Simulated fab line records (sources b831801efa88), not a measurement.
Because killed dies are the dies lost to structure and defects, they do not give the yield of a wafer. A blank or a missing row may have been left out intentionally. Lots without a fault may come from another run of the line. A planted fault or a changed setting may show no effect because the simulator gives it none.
A lot that was struck, set against a sound lot    flow sky130    43 out of 708 route steps
Sound: the wafers L164.1, L164.2, L164.3. Struck: wafer L181.4. (L181.2, L181.3 of the same lot were not struck and are left out.) The cause comes at the end.
Per side, at each step with rows, come the tool, then ch with its chambers, and then its first start. Under that, the readings that differ: sound wafers    struck wafers    difference of the means    sigmas: that difference in standard deviations of wafers without a fault.
alike: readings whose means differ by less than 2 such deviations, and words and numbers that are the same on both sides. not compared: withheld readings, readings that some wafer has no value for, bounds like >300 that may hide the same value, and numbers for which the record gives no deviation and whose values overlap.
A row with sigmas, a row that says differs or no value, or rows on one side alone: a step with any of these is where the two part. When numbers do not overlap yet have no deviation, they are printed without sigmas and do not part them. A reading missing from all wafers of one side parts the sides only when that side holds two or more wafers.

SKY_VIA1_OVL_MEAS_13:
  struck on overlay-01, day 40 01:37; sound on overlay-01, day 34 09:04
  alike: VIA1_OVL
then, 6 steps without rows for these wafers: SKY_VIA1_ETCH_14 (etches BARC in N2/H2, stops on SiO2, time 45.9 s, target depth 60 nm); SKY_VIA1_ETCH_15 (etches SiO2 in C4F8/O2/Ar, stops on TiN, target depth 351 nm, time 54 s); SKY_VIA1_STRIP_16 (strips in O2/N2); SKY_VIA1_STRIP_17 (strips in post etch residue remover, time 1200 s); SKY_VIA1_CLEAN_18 (cleans in IPA, time 180 s); SKY_VIA1_CLEAN_19 (cleans in O3/DIW).
SKY_VIA1_SPUTTER_20: material TiN, target thk 20 nm, time 80 s.
  struck on pvdSputter-04, day 40 02:20; sound on pvdSputter-01, day 34 09:47
  alike: throttleValvePct
then, 1 step without rows for these wafers: SKY_VIA1_CVD_21 (deposits W, target thk 270 nm, time 80.902 s).
SKY_VIA1_RS_MEAS_22: measures by four-point-probe.
  struck on filmMetro-02, day 40 02:31; sound on filmMetro-04, day 34 09:56
reading             sound              struck  difference  sigmas
VIA1_W_RS (ohm/sq)  0.420 0.429 0.415  0.433   +0.012      +3
SKY_VIA1_THK_MEAS_23: measures by xrf.
  struck on filmMetro-02, day 40 02:38; sound on filmMetro-04, day 34 10:04
reading          sound        struck  difference  sigmas
VIA1_W_THK (nm)  269 263 272  255     -13         -3
then, 1 step without rows for these wafers: SKY_VIA1_CMP_24 (polishes, stops on SiO2, t overpolish 15 s, target thk 0 nm).
SKY_METAL2_SPUTTER_00: material Ti, target thk 15 nm, time 10 s.
  struck on pvdSputter-03, day 40 02:59; sound on pvdSputter-04, day 34 10:25
  alike: throttleValvePct
SKY_METAL2_SPUTTER_01: material TiN, target thk 20 nm, time 16.7 s.
  struck on pvdSputter-03, day 40 03:00; sound on pvdSputter-04, day 34 10:27
  alike: throttleValvePct
then, 2 steps without rows for these wafers: SKY_METAL2_SPUTTER_02 (material AlCu, target thk 250 nm, time 13.3 s); SKY_METAL2_SPUTTER_03 (material Ti, target thk 5 nm, time 3.3 s).
SKY_METAL2_SPUTTER_04: material TiN, target thk 70 nm, time 58.3 s.
  struck on pvdSputter-03, day 40 03:04; sound on pvdSputter-04, day 34 10:31
  alike: throttleValvePct
SKY_METAL2_RS_MEAS_05: measures by four-point-probe.
  struck on filmMetro-01, day 40 03:08; sound on filmMetro-02, day 34 10:34
  alike: METAL2_ALCU_RS
SKY_METAL2_THK_MEAS_06: measures by xrf.
  struck on filmMetro-01, day 40 03:15; sound on filmMetro-02, day 34 10:41
  alike: METAL2_ALCU_THK
then, 8 steps without rows for these wafers: SKY_METAL2_DEHYDRATE_07 (time 60 s); SKY_METAL2_HMDS_08 (prime time 60 s); SKY_METAL2_COAT_09 (resist thk 60 nm); SKY_METAL2_COAT_10 (resist thk 450 nm); SKY_METAL2_SOFTBAKE_11 (time 90 s); SKY_METAL2_EXPOSE_12 (exposes mask MM2, target cd 140 nm); SKY_METAL2_PEB_13; SKY_METAL2_DEVELOP_14 (develop time 60 s).
SKY_METAL2_CD_MEAS_15: target cd 140 nm.
  struck on cdSem-01, day 41 03:41; sound on cdSem-01, day 35 12:47
  alike: cdNm
SKY_METAL2_OVL_MEAS_16:
  struck on overlay-02, day 41 03:47; sound on overlay-01, day 35 12:54
  alike: METAL2_OVL
SKY_METAL2_DESCUM_17: chemistry O2, time 8 s.
  sound on rieMetal-03 ch 0,1, day 35 12:56; struck on rieMetal-02 ch 1, day 41 03:49
  alike: drypumpMotorCurrentA, oesProductAu
  not compared: rfHoursCounterH
then, 7 steps without rows for these wafers: SKY_METAL2_ETCH_18 (etches BARC in N2/H2, stops on SiO2, time 45.9 s, target depth 60 nm); SKY_METAL2_METAL_ETCH_19 (etches the open film in Cl2/BCl3, stops on SiO2, target depth 360 nm, time 78 s); SKY_METAL2_STRIP_20 (strips in O2/N2); SKY_METAL2_STRIP_21 (strips in post etch residue remover, time 1200 s); SKY_METAL2_CLEAN_22 (cleans in IPA, time 180 s); SKY_METAL2_CLEAN_23 (cleans in O3/DIW); SKY_VIA2_HDPCVD_00 (deposits SiO2, target thk 1180 nm, time 196.7 s).
SKY_VIA2_THK_MEAS_01:
  struck on filmMetro-03, day 41 04:43; sound on filmMetro-03, day 35 13:50
reading               sound           struck  difference  sigmas
VIA2_HDPCVD_THK (nm)  1174 1185 1157  1199    +27         +2
SKY_VIA2_CMP_02: polishes SiO2.
  sound on cmp-02 ch 0,1,2, day 35 13:57; struck on cmp-02 ch 3, day 41 04:46
  alike: motorCurrentA
SKY_VIA2_BOW_MEAS_03:
  struck on filmMetro-01, day 41 05:05; sound on filmMetro-04, day 35 14:12
  alike: VIA2_BOW
then, 2 steps without rows for these wafers: SKY_VIA2_DEHYDRATE_04 (time 60 s); SKY_VIA2_HMDS_05 (prime time 60 s).
-- the record jumps here: 9 days lie between the struck wafers' starts before and after (it left off in module VIA2 and takes up again in module PAD_OPEN, whose first step shown is number 708 of the route) --
SKY_PAD_OPEN_PROBE_99:
  struck on prober-02, day 50 12:07; sound on prober-01, day 46 08:25
reading                                sound             struck  difference  sigmas
killed_at_M0_to_M3                     45 57 54          73      +21         +3
killedOpen                             47 45 50          31      -16         -2
sort_bin_3_pad_short (%)               1.8 1.2 1.6       3.3     +1.8        +4
model.etest.tester.sort_bin_3_pct (%)  1.829 1.22 1.626  3.252   +1.694      
  alike: defectLimitedYield, killed_at_M4_up, killedAtContacts, killedAtFrontEnd, killedAtOther, killedDies, killedShort, sort_bin_5_function, sort_bin_6_memory, sortNPass, sortYieldPct
  not compared: model.etest.tester.sortNPass, model.etest.tester.sortYieldPct

## WHERE THEY PART
Last at SKY_PAD_OPEN_PROBE_99 as far as this record goes, first at SKY_VIA1_RS_MEAS_22.

WHY: what the simulator had put in
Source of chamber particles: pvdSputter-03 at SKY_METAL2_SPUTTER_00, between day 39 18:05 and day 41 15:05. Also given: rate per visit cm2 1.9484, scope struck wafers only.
